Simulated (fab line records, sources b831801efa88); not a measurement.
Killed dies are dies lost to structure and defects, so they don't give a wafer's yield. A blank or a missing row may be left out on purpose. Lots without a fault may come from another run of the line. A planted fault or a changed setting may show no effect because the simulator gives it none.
A struck lot beside a sound one | flow sky130 | 15 steps out of a route of 708
Sound: wafers L149.1, L149.4, L149.6. Struck: wafers L155.3, L155.4, L155.6. The cause comes at the end.
At each step with rows: each side's tool, then ch and its chambers, then its first start. Under that, the readings that differ: sound wafers | struck wafers | difference of the means | sigmas: that difference in standard deviations of wafers without a fault.
alike: readings whose means differ by less than 2 such deviations, and words and numbers that are the same on both sides. not compared: withheld readings, readings that some wafer has no value for, bounds like >300 that may hide the same value, and numbers for which the record gives no deviation and whose values overlap.
The two part at a step that has a row with sigmas, a row that says differs or no value, or rows on one side only. Numbers that don't overlap but have no deviation are shown without sigmas and don't part them. A reading that every wafer of one side lacks parts them only if that side has two wafers or more.

first, 5 steps without rows for these wafers: SKY_VT_ADJUST_PCH_COAT_02 (resist thk 3000 nm); SKY_VT_ADJUST_PCH_SOFTBAKE_03; SKY_VT_ADJUST_PCH_EXPOSE_04 (exposes mask NWM, target cd 840 nm); SKY_VT_ADJUST_PCH_PEB_05; SKY_VT_ADJUST_PCH_DEVELOP_06 (develop time 60 s).
SKY_VT_ADJUST_PCH_OVL_MEAS_07:
  sound on overlay-02, day 12 12:19; struck on overlay-02, day 13 13:31
  alike: VT_ADJUST_PCH_OVL
then, 1 step without rows for these wafers: SKY_VT_ADJUST_PCH_IMPLANT_08.
SKY_VT_ADJUST_PCH_STRIP_09: strips in O2/N2.
  sound on plasma_asher-03 ch 0,1, day 12 12:29; struck on plasma_asher-01 ch 0,1, day 13 13:43
  reading                     | sound       | struck      | difference | sigmas
  drypump_motor_current_A (A) | 4.9 4.9 5.9 | 6.1 6.5 6.5 | +1.1       | +2
  alike: oes_product_au, strip_time_to_endpoint_s
  not compared: rf_hours_counter_h
SKY_VT_ADJUST_PCH_TW_MEAS_10:
  sound on film_metro-02, day 12 12:35; struck on film_metro-03, day 13 13:49
  alike: VT_ADJUST_PCH_TW
then, 3 steps without rows for these wafers: SKY_SONOS_TUNNEL_DEHYDRATE_00 (time 60 s); SKY_SONOS_TUNNEL_HMDS_01 (prime time 60 s); SKY_SONOS_TUNNEL_COAT_02 (resist thk 1140 nm).
SKY_SONOS_TUNNEL_SOFTBAKE_03: time 60 s.
  sound on litho_track-03 ch 0, day 13 00:54; struck on litho_track-03 ch 0, day 14 03:00
  reading                  | sound             | struck            | difference | sigmas
  heater_power_total_W (W) | 56.56 56.63 56.66 | 56.06 55.87 55.90 | -0.67      | -15
  plate_temp_C (C)         | 89.89 89.94 89.94 | 89.32 89.27 89.20 | -0.66      | -5
  alike: chill_plate_temp_C
then, 1 step without rows for these wafers: SKY_SONOS_TUNNEL_EXPOSE_04 (exposes mask TUNM, target cd 410 nm).
-- the record jumps here: 34 days lie between the struck wafers' starts before and after (it left off in module SONOS_TUNNEL and takes up again in module PAD_OPEN, whose first step shown is number 708 of the route) --
SKY_PAD_OPEN_PROBE_99:
  sound on prober-01, day 47 13:36; struck on prober-01, day 48 06:38
  alike: killed_at_M0_to_M3, killed_at_M4_up, killed_at_contacts, killed_at_front_end, killed_at_other, killed_dies, killed_on_rim, killed_open, killed_short

WHERE THEY PART
First at SKY_VT_ADJUST_PCH_STRIP_09; last, within this record, at SKY_SONOS_TUNNEL_SOFTBAKE_03. Later steps at which nothing parts them and some readings are alike: SKY_PAD_OPEN_PROBE_99.

WHY: what the simulator had put in
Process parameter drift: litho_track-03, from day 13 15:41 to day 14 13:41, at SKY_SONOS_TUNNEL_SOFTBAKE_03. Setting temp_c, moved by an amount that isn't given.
